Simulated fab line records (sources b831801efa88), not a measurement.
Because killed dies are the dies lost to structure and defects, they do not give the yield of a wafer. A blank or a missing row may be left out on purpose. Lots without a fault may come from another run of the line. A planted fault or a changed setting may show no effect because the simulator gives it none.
fab line records	flow sky130
[record] lots = 10	wafers = 30	lastDay = 50
route steps=708 shown CAP2M@607 METAL4@629 VIA4@652 PAD_OPEN@708
lots with no fault: from the same line, run without faults
startH: hours from the record's opening day to when the first of the lot's shown wafers began	waitH: hours since the lot's step before	" as in the row above	L1.1+2: one row covering several wafers at once	- no value, or no start was given	* or withheld: withheld	< > ~ a bound
route shown NAME@n: a module of which the file shows steps, and the number in the route of the first	usual: mean/standard deviation of fault-free wafers	same: alike in all rows	chamber/n: place in a boat	sites: the reading at each site	_std_site: the values' standard deviation	_edge_site: the outer-site mean with the inner-site mean subtracted	radiusMm: how far each site lies from the wafer's centre	mask NAME#n: copy n	behind: tool/chamber where the wafer was last shaped	hold: cause of the lot's hold/its duration in hours/its outcome	device: the transistor (n, p or np) that didn't switch	end of line: tests run on the same wafers once the route is complete	a step given without rows: its recipe and nothing more	killed: count of dies lost to structure and defects at first sort (not the wafer's yield)	map: shows each die of a wafer: x if killed, . if not, _ if none is there
set.NAME: the setting that was run; set.NAME@STEP: the one run at that earlier step	model.NAME: the simulator's own value behind a step, which no gauge read
steps of the route over a sample of lots; a table a step, a row a wafer
services: when a tool's chamber went out of use (startH, in hours from the record's first day, below 0 if earlier), for how many hours, and the reason
[[steps]]
[step SKY_CAP2M_THK_MEAS_04]
[recipe] thkMeasGauge = xrf	reads = TiN_of_CAP2M_SPUTTER_02
[usual] CAP2M_TIN_THK = 197.0/2.3
lot.wafer	tool	chamber	startH	waitH	CAP2M_TIN_THK[nm]
L559.1	filmMetro-01	-	957.74	0.1	197.6
L559.3	"	-	"	"	197.9
L559.4	"	-	"	"	195.7
L558.1	filmMetro-02	-	958.37	0.1	200.4
L558.4	"	-	"	"	199.4
L558.6	"	-	"	"	199.5
L562.1	filmMetro-02	-	978.12	0.1	197.4
L562.4	"	-	"	"	197.5
L562.6	"	-	"	"	197.9
L564.3	filmMetro-02	-	1003.81	0.1	198.5
L564.4	"	-	"	"	193.5
L564.6	"	-	"	"	198.3
L565.1	filmMetro-01	-	1008.02	0.1	197.3
L565.4	"	-	"	"	199.9
L565.6	"	-	"	"	198.9
L567.1	filmMetro-02	-	1009.37	0.1	196.5
L567.4	"	-	"	"	197.2
L567.5	"	-	"	"	196.7
L568.3	filmMetro-03	-	1026.31	0.1	197.6
L568.4	"	-	"	"	194.8
L568.6	"	-	"	"	194.9
L577.1	filmMetro-03	-	1087.00	0.1	196.4
L577.3	"	-	"	"	196.0
L577.6	"	-	"	"	196.0
L578.2	filmMetro-03	-	1092.14	0.1	196.6
L578.3	"	-	"	"	194.9
L578.6	"	-	"	"	195.4
L579.1	filmMetro-01	-	1099.99	0.1	197.3
L579.2	"	-	"	"	198.1
L579.4	"	-	"	"	195.9
[step SKY_METAL4_CD_MEAS_13]
[recipe] targetCdNm = 300
[usual] cdNm = 299.7/1.6
lot.wafer	tool	chamber	startH	waitH	cdNm
L559.1	cdSem-02	-	1007.28	-	300.4
L559.3	"	-	"	"	301.1
L559.4	"	-	"	"	300.8
L558.1	cdSem-01	-	1008.29	-	298.8
L558.4	"	-	"	"	298.3
L558.6	"	-	"	"	298.9
L562.1	cdSem-01	-	1025.99	-	298.4
L562.4	"	-	"	"	297.2
L562.6	"	-	"	"	298.1
L564.3	cdSem-01	-	1049.37	-	300.9
L564.4	"	-	"	"	300.5
L564.6	"	-	"	"	301.8
L565.1	cdSem-02	-	1053.94	-	301.1
L565.4	"	-	"	"	300.1
L565.6	"	-	"	"	301.6
L567.1	cdSem-01	-	1055.18	-	301.0
L567.4	"	-	"	"	300.6
L567.5	"	-	"	"	299.3
L568.3	cdSem-01	-	1071.02	-	299.0
L568.4	"	-	"	"	301.2
L568.6	"	-	"	"	300.0
L577.1	cdSem-01	-	1127.64	-	299.9
L577.3	"	-	"	"	298.9
L577.6	"	-	"	"	298.4
L578.2	cdSem-02	-	1132.20	-	301.8
L578.3	"	-	"	"	302.4
L578.6	"	-	"	"	301.7
L579.1	cdSem-01	-	1139.83	-	296.9
L579.2	"	-	"	"	296.2
L579.4	"	-	"	"	295.8
[step SKY_VIA4_STRIP_13]
[recipe] chemistry = O2/N2	powerW = 1400	pressureMtorr = 1500	platenTempC = withheld	o2FlowSccm = 3000	n2FlowSccm = 300	overashFraction = 0.5
[usual] drypumpMotorCurrentA = 5.87/0.25	o2FlowSccm = 2999/8	oesProductAu = 0.710/0.0041	stripTimeToEndpointS = 12.801/0.028
lot.wafer	tool	chamber	startH	waitH	drypumpMotorCurrentA	o2FlowSccm	oesProductAu	rfHoursCounterH	stripTimeToEndpointS
L559.1	plasmaAsher-02	1	1032.34	-	6.24	3013	0.704	28	12.857
L559.3	"	0	"	"	5.81	2993	0.708	-	12.799
L559.4	"	1	"	"	6.21	2998	0.709	-	12.850
L558.1	plasmaAsher-04	0	1032.90	-	5.59	3002	0.720	92	12.832
L558.4	"	1	"	"	6.11	2998	0.710	-	12.792
L558.6	"	1	"	"	6.09	3008	0.710	-	12.827
L562.1	plasmaAsher-04	1	1050.15	-	6.11	2989	0.710	93	12.796
L562.4	"	0	"	"	5.55	2986	0.709	-	12.810
L562.6	"	0	"	"	5.57	2999	0.714	-	12.809
L564.3	plasmaAsher-01	1	1072.84	-	5.86	3012	0.708	-	12.785
L564.4	"	0	"	"	5.60	2992	0.707	-	12.790
L564.6	"	1	"	"	5.85	2998	0.713	-	12.775
L565.1	plasmaAsher-02	1	1077.40	-	6.25	3011	0.712	32	12.746
L565.4	"	1	"	"	6.27	3008	0.712	-	12.810
L565.6	"	1	"	"	6.26	3000	0.709	-	12.739
L567.1	plasmaAsher-02	1	1078.35	-	6.28	2987	0.708	33	12.802
L567.4	"	1	"	"	6.29	3005	0.710	-	12.795
L567.5	"	1	"	"	6.28	2995	0.710	-	12.788
L568.3	plasmaAsher-02	0	1093.35	-	5.83	2994	0.707	-	12.760
L568.4	"	1	"	"	6.25	3015	0.711	-	12.784
L568.6	"	1	"	"	6.28	3002	0.706	-	12.792
L577.1	plasmaAsher-04	0	1148.12	-	5.54	3005	0.705	104	12.840
L577.3	"	0	"	"	5.54	2994	0.707	-	12.784
L577.6	"	0	"	"	5.56	2999	0.712	-	12.796
L578.2	plasmaAsher-01	1	1152.49	-	5.82	3001	0.708	9	12.796
L578.3	"	1	"	"	5.84	2989	0.711	-	12.779
L578.6	"	0	"	"	5.62	2984	0.702	-	12.841
L579.1	plasmaAsher-02	1	1159.40	-	6.27	3002	0.707	41	12.823
L579.2	"	0	"	"	5.83	3002	0.706	41	12.808
L579.4	"	0	"	"	5.85	2994	0.714	-	12.803
[step SKY_VIA4_CVD_18]
[recipe] material = W	targetThkNm = 505	timeS = 152.14	tempC = 400	pressureTorr = 40
[usual] chamberPressureTorr = 39.99/0.091	heaterPowerOuterW = 473/36	heaterPowerW = 765/44
lot.wafer	tool	chamber	startH	waitH	chamberPressureTorr	heaterPowerOuterW	heaterPowerW
L559.1	cvdW-01	0	1032.99	0.0	39.93	423	703
L559.3	"	0	"	"	39.95	416	713
L559.4	"	1	"	"	40.01	473	767
L558.1	cvdW-02	1	1033.57	0.0	39.87	510	784
L558.4	"	0	"	"	40.00	499	832
L558.6	"	1	"	"	39.97	514	809
L562.1	cvdW-01	1	1050.84	0.0	39.94	464	782
L562.4	"	0	"	"	40.10	412	707
L562.6	"	1	"	"	39.88	462	752
L564.3	cvdW-01	0	1073.51	0.1	39.77	422	695
L564.4	"	1	"	"	39.94	468	761
L564.6	"	1	"	"	39.96	467	740
L565.1	cvdW-02	0	1078.06	0.0	40.11	507	801
L565.4	"	0	"	"	39.92	499	820
L565.6	"	0	"	"	39.94	498	811
L567.1	cvdW-01	1	1079.41	0.0	-	-	-
L567.4	"	0	"	"	-	-	-
L567.5	"	1	"	"	-	-	-
L568.3	cvdW-01	1	1094.56	0.1	-	-	-
L568.4	"	0	"	"	-	-	-
L568.6	"	0	"	"	-	-	-
L577.1	cvdW-02	0	1148.91	0.0	40.11	507	792
L577.3	"	1	"	"	40.13	503	796
L577.6	"	1	"	"	40.14	505	817
L578.2	cvdW-02	0	1153.14	0.0	40.02	524	818
L578.3	"	1	"	"	40.00	500	800
L578.6	"	1	"	"	39.98	506	810
L579.1	cvdW-01	1	1160.26	0.0	40.14	477	763
L579.2	"	0	"	"	39.94	418	730
L579.4	"	0	"	"	39.89	432	714
[step SKY_VIA4_RS_MEAS_19]
[recipe] thkMeasGauge = four-point-probe	reads = W_of_VIA4_CVD_18+TiN_of_VIA4_SPUTTER_17
[usual] VIA4_W_RS = 0.2261/0.0022
lot.wafer	tool	chamber	startH	waitH	VIA4_W_RS[ohm/sq]
L559.1	filmMetro-01	-	1033.15	0.1	0.2235
L559.3	"	-	"	"	0.2238
L559.4	"	-	"	"	0.2253
L558.1	filmMetro-03	-	1033.72	0.1	0.2248
L558.4	"	-	"	"	0.2264
L558.6	"	-	"	"	0.2282
L562.1	filmMetro-03	-	1050.99	0.1	0.2287
L562.4	"	-	"	"	0.2245
L562.6	"	-	"	"	0.2300
L564.3	filmMetro-03	-	1073.65	0.1	0.2261
L564.4	"	-	"	"	0.2276
L564.6	"	-	"	"	0.2260
L565.1	filmMetro-03	-	1078.21	0.1	0.2268
L565.4	"	-	"	"	0.2267
L565.6	"	-	"	"	0.2258
L567.1	filmMetro-01	-	1079.56	0.1	58.266
L567.4	"	-	"	"	57.705
L567.5	"	-	"	"	57.809
L568.3	filmMetro-03	-	1094.70	0.1	59.731
L568.4	"	-	"	"	58.627
L568.6	"	-	"	"	58.627
L577.1	filmMetro-04	-	1149.07	0.1	0.2297
L577.3	"	-	"	"	0.2254
L577.6	"	-	"	"	0.2249
L578.2	filmMetro-03	-	1153.32	0.1	0.2306
L578.3	"	-	"	"	0.2219
L578.6	"	-	"	"	0.2267
L579.1	filmMetro-01	-	1160.41	0.1	0.2283
L579.2	"	-	"	"	0.2256
L579.4	"	-	"	"	0.2244
[step SKY_VIA4_THK_MEAS_20]
[recipe] thkMeasGauge = xrf	reads = W_of_VIA4_CVD_18
[usual] VIA4_W_THK = 496/5.4
lot.wafer	tool	chamber	startH	waitH	VIA4_W_THK[nm]
L559.1	filmMetro-01	-	1033.27	0.1	507
L559.3	"	-	"	"	501
L559.4	"	-	"	"	501
L558.1	filmMetro-03	-	1033.84	0.1	500
L558.4	"	-	"	"	496
L558.6	"	-	"	"	491
L562.1	filmMetro-03	-	1051.11	0.1	492
L562.4	"	-	"	"	503
L562.6	"	-	"	"	487
L564.3	filmMetro-03	-	1073.75	0.1	494
L564.4	"	-	"	"	492
L564.6	"	-	"	"	495
L565.1	filmMetro-03	-	1078.33	0.1	494
L565.4	"	-	"	"	497
L565.6	"	-	"	"	494
L567.1	filmMetro-01	-	1079.68	0.1	-
L567.4	"	-	"	"	<0
L567.5	"	-	"	"	<0
L568.3	filmMetro-03	-	1094.80	0.1	<0
L568.4	"	-	"	"	-
L568.6	"	-	"	"	-
L577.1	filmMetro-04	-	1149.19	0.1	486
L577.3	"	-	"	"	499
L577.6	"	-	"	"	496
L578.2	filmMetro-03	-	1153.43	0.1	487
L578.3	"	-	"	"	509
L578.6	"	-	"	"	494
L579.1	filmMetro-01	-	1160.53	0.1	491
L579.2	"	-	"	"	497
L579.4	"	-	"	"	500
[step SKY_VIA4_CMP_21]
[recipe] stopOn = SiO2	tOverpolishS = 25	downForcePsi = 3.5	platenRpm = 60	targetThkNm = 0	padVelocityMS = 0.94248
[usual] motorCurrentA = 10.8/1.2	slurryFlowMlMin = 150.0/0.49	timeToEndpointS = 122/5
lot.wafer	tool	chamber	startH	waitH	motorCurrentA	slurryFlowMlMin	timeToEndpointS
L559.1	cmp-02	1	1033.36	0.1	10.9	149.9	114
L559.3	"	2	"	"	12.6	149.3	122
L559.4	"	3	"	"	11.1	150.1	116
L558.4	cmp-02	1	1033.90	0.0	11.1	149.3	116
L558.1	"	2	"	"	12.4	149.7	121
L558.6	"	1	"	"	11.1	149.5	113
L562.4	cmp-02	2	1051.17	0.0	12.1	150.3	125
L562.1	"	1	"	"	11.2	149.8	112
L562.6	"	2	"	"	13.1	149.8	122
L564.3	cmp-02	2	1073.84	0.1	12.5	149.1	120
L564.4	"	0	"	"	9.2	149.1	123
L564.6	"	2	"	"	12.3	150.6	122
L565.1	cmp-01	2	1078.39	0.1	9.3	150.0	117
L565.4	"	3	"	"	12.2	149.9	125
L565.6	"	2	"	"	9.2	150.1	117
L567.1	cmp-01	3	1079.74	0.1	12.0	150.1	4
L567.4	"	2	"	"	9.7	150.5	2
L567.5	"	0	"	"	9.5	150.5	4
L568.3	cmp-01	1	1094.88	0.1	11.4	149.3	8
L568.4	"	2	"	"	8.8	150.0	3
L568.6	"	2	"	"	9.2	150.8	5
L577.1	cmp-02	1	1149.55	0.4	10.9	149.4	114
L577.3	"	2	"	"	12.2	150.8	125
L577.6	"	1	"	"	11.2	149.3	115
L578.2	cmp-01	2	1153.93	0.5	8.9	150.0	121
L578.3	"	3	"	"	12.3	150.4	127
L578.6	"	2	"	"	8.5	150.1	120
L579.2	cmp-02	1	1160.64	0.1	11.2	150.1	116
L579.4	"	2	"	"	12.5	149.8	125
L579.1	"	3	"	"	11.5	150.5	124
[step SKY_PAD_OPEN_PROBE_99]
[usual] defectLimitedYield = 82.8/2	killed_at_M0_to_M3 = 43/6.4	killed_at_M4_up = 3.1/2	killedAtContacts = 24/5.2	killedAtFrontEnd = 15/4.3	killedAtOther = 0.2/0.48	killedDies = 85/9.7	killedOpen = 47/6.9	killedShort = 38/6.7	sort_bin_3_pad_short = 0.9/0.48	sort_bin_5_function = 10.3/1.6	sort_bin_6_memory = 6.1/0.97	sortNPass = 407/9.7	sortYieldPct = 82.8/2
[same] grossDies = 492	killedAtBackSide = 0	sort_bin_4_leakage[%] = 0	sort_bin_8_speed[%] = 0
lot.wafer	tool	chamber	startH	waitH	defectLimitedYield[%]	killed_at_M0_to_M3	killed_at_M4_up	killedAtContacts	killedAtFrontEnd	killedAtOther	killedDies	killedOpen	killedShort	sort_bin_3_pad_short[%]	sort_bin_5_function[%]	sort_bin_6_memory[%]	sortNPass	sortYieldPct[%]
L564.3	prober-02	-	1139.14	0.2	83.5	35	4	25	17	0	81	55	26	0	9.8	6.7	411	83.5
L564.4	prober-02	-	1139.19	0.2	80.9	44	3	28	19	0	94	50	44	1.2	10.6	7.3	398	80.9
L564.6	prober-02	-	1139.29	0.2	83.5	47	2	19	12	1	81	52	29	1.6	8.1	6.7	411	83.5
L565.1	prober-02	-	1143.12	0.1	81.3	44	2	29	17	0	92	40	52	1.4	10.2	7.1	400	81.3
L565.4	prober-02	-	1143.27	0.2	84.3	40	3	23	11	0	77	34	43	0.2	10.8	4.7	415	84.3
L565.6	prober-02	-	1143.37	0.2	78.7	50	4	35	16	0	105	60	45	1.6	12.4	7.3	387	78.7
L567.1	prober-01	-	1144.25	0.1	82.3	43	2	23	19	0	87	54	33	0.4	11.2	6.1	405	82.3
L567.4	prober-01	-	1144.40	0.2	79.5	53	5	23	20	0	101	59	42	1.0	12.8	6.7	391	79.5
// killed by level:class
L564.3 CONTACT:geometricParticle:open=13 VIA1:geometricParticle:open=13 LI_CONTACT:geometricParticle:open=7 FIELD_ISO:geometricParticle:open=6 VIA2:geometricParticle:open=6 METAL2:geometricParticle:short=5 FIELD_ISO:geometricParticle:short=4 METAL4:geometricParticle:short=4
L564.4 VIA1:geometricParticle:open=13 CONTACT:geometricParticle:open=13 METAL2:geometricParticle:short=8 POLY_GATE:geometricParticle:short=7 VIA1:geometricParticle:short=6 LI_CONTACT:geometricParticle:open=6 POLY_GATE:geometricParticle:open=5 CONTACT:geometricParticle:short=5
L564.6 VIA1:geometricParticle:open=18 CONTACT:geometricParticle:open=10 VIA1:geometricParticle:short=7 LI_CONTACT:geometricParticle:open=6 VIA2:geometricParticle:open=6 POLY_GATE:geometricParticle:open=5 VIA2:geometricParticle:short=4 METAL1:geometricParticle:short=3
L565.1 METAL1:geometricParticle:short=14 CONTACT:geometricParticle:open=9 LI_CONTACT:geometricParticle:open=6 FIELD_ISO:geometricParticle:short=5 POLY_GATE:geometricParticle:short=5 VIA2:geometricParticle:open=5 CONTACT:geometricParticle:short=5 VIA1:geometricParticle:open=5
L565.4 CONTACT:geometricParticle:open=8 METAL1:geometricParticle:short=7 VIA1:geometricParticle:open=6 METAL2:geometricParticle:short=6 FIELD_ISO:geometricParticle:short=5 CONTACT:geometricParticle:short=5 VIA1:geometricParticle:short=4 LI_CONTACT:geometricParticle:short=4
L565.6 CONTACT:geometricParticle:open=13 LI_CONTACT:geometricParticle:open=11 METAL2:geometricParticle:short=11 VIA1:geometricParticle:open=9 VIA3:geometricParticle:open=9 VIA2:geometricParticle:open=7 FIELD_ISO:geometricParticle:short=6 LOCAL_INTERCONNECT:geometricParticle:short=6
L567.1 VIA1:geometricParticle:open=11 CONTACT:geometricParticle:open=8 LI_CONTACT:geometricParticle:open=7 VIA2:geometricParticle:short=7 POLY_GATE:geometricParticle:open=6 METAL2:geometricParticle:short=6 VIA2:geometricParticle:open=6 VIA3:geometricParticle:open=5
L567.4 VIA1:geometricParticle:open=11 CONTACT:geometricParticle:open=10 VIA2:geometricParticle:open=10 VIA3:geometricParticle:open=8 VIA1:geometricParticle:short=7 LI_CONTACT:geometricParticle:short=6 FIELD_ISO:geometricParticle:short=5 METAL1:geometricParticle:open=5
[[services]]
tool	chamber	startH	hours	kind
cmp-02	-	1010.78	0.5	repair
plasmaAsher-01	-	1055.25	9.0	pm
plasmaAsher-01	0	1055.25	9.0	ventCycle
plasmaAsher-01	1	1055.25	9.0	ventCycle
cvdW-01	-	1056.48	1.3	repair
plasmaAsher-01	0	1064.25	-	clean
plasmaAsher-01	1	1064.25	-	clean
cvdW-01	-	1069.77	2.8	pm
cvdW-02	-	1073.59	2.8	pm
cvdW-01	0	1081.79	3.5	repair
cmp-01	-	1084.39	4.0	pm
cvdW-01	1	1084.95	4.8	repair
cvdW-02	-	1088.03	1.9	repair
cmp-01	-	1088.39	-	consumableReplace:conditioner
cmp-01	-	1088.39	-	consumableReplace:pad
cmp-02	-	1130.93	3.2	repair
plasmaAsher-02	-	1137.31	1.7	repair
cmp-02	-	1152.91	2.4	pm
plasmaAsher-04	-	1154.44	9.9	pm
[[key]]
[firstSign] step = SKY_VIA4_CVD_18	reading = toolRecord	direction = missing
[effect] step = SKY_VIA4_RS_MEAS_19	reading = VIA4_W_RS	direction = up	sigmas = 99+	usual = 0.2261	struck = 58.461
[effect] step = SKY_VIA4_THK_MEAS_20	reading = VIA4_W_THK	direction = missing
[effect] step = SKY_VIA4_CMP_21	reading = timeToEndpointS	direction = down	sigmas = 24	usual = *	struck = *
metAt SKY_VIA4_CVD_18
struckLots L567,L568
notActingAt SKY_CAP2M_THK_MEAS_04,SKY_METAL4_CD_MEAS_13,SKY_VIA4_STRIP_13
onsetBetween 1073.51 1079.41
[fault] kind = skippedStepWhole	tool = cvdW-01	chamber = -	onsetH = 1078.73	steps = SKY_VIA4_CVD_18	scope = struckLotsOnly
